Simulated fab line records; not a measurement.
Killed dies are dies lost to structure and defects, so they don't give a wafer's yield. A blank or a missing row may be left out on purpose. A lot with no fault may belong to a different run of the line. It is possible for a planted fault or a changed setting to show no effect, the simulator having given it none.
The tool behind it: which one?	flow sky130	6 lots with 18 wafers sampled at 2 steps, on a route of 708 steps

WHAT THE GAUGES SHOWED, per wafer
SKY_SONOS_ONO_THK_MEAS_05.
lot	measured	on	SONOS_ONO_CVD_04_THK (nm)
L926	day 11 22:06	film metro-03	5.74 5.82 5.89
L929	day 13 14:38	film metro-03	5.39 5.50 5.41
L942	day 17 08:44	film metro-03	5.86 5.76 5.82
L944	day 18 00:14	film metro-03	5.77 5.77 5.75
L946	day 18 10:26	film metro-01	5.78 5.85 5.87
L948	day 19 23:41	film metro-02	5.76 5.79 5.82

TOOL THAT RAN EACH LOT (tool first, then ch and the chambers of the sampled wafers, then the start)
lot	SKY_SONOS_ONO_CVD_04
L926	lpcvd-03 ch 0, day 11 20:51
L929	lpcvd-03 ch 0, day 13 13:23
L942	lpcvd-03 ch 1, day 17 07:29
L944	lpcvd-03 ch 0, day 17 22:58
L946	lpcvd-03 ch 0, day 18 09:11
L948	lpcvd-03 ch 1, day 19 22:25
- SKY_SONOS_ONO_CVD_04: deposits SiO2 from SiH4/N2O, target thk 5.7199 nm.

THE ANSWER, worked out from the rows above alone
Rule: the usual values come from the lots themselves. Put in order of their means at a reading, lots are off if they are a third of the lots or fewer, leave a main group of 4 or more, and stand apart from it by a gap of 3 or more times the standard deviation of the main group's means; of several such gaps the widest counts. If all means in a main group match to the digits the tables above print for the reading, that group is not used. Also off: a lot with no number at a reading for which 4 or more lots have one. All remaining lots with rows at the step are treated as sound.
Off: L929, at SKY_SONOS_ONO_THK_MEAS_05 (SONOS_ONO_CVD_04_THK). Mean 5.80 nm and standard deviation 0.024 in the main group.
If a tool, at a process step before that reading, ran all the lots that are off and no sound lot after the first of them, it fits. The gauges at SKY_SONOS_ONO_THK_MEAS_05 are tried like those tools. No candidate that was tried fits.

WHAT THE SIMULATOR HAD PUT IN
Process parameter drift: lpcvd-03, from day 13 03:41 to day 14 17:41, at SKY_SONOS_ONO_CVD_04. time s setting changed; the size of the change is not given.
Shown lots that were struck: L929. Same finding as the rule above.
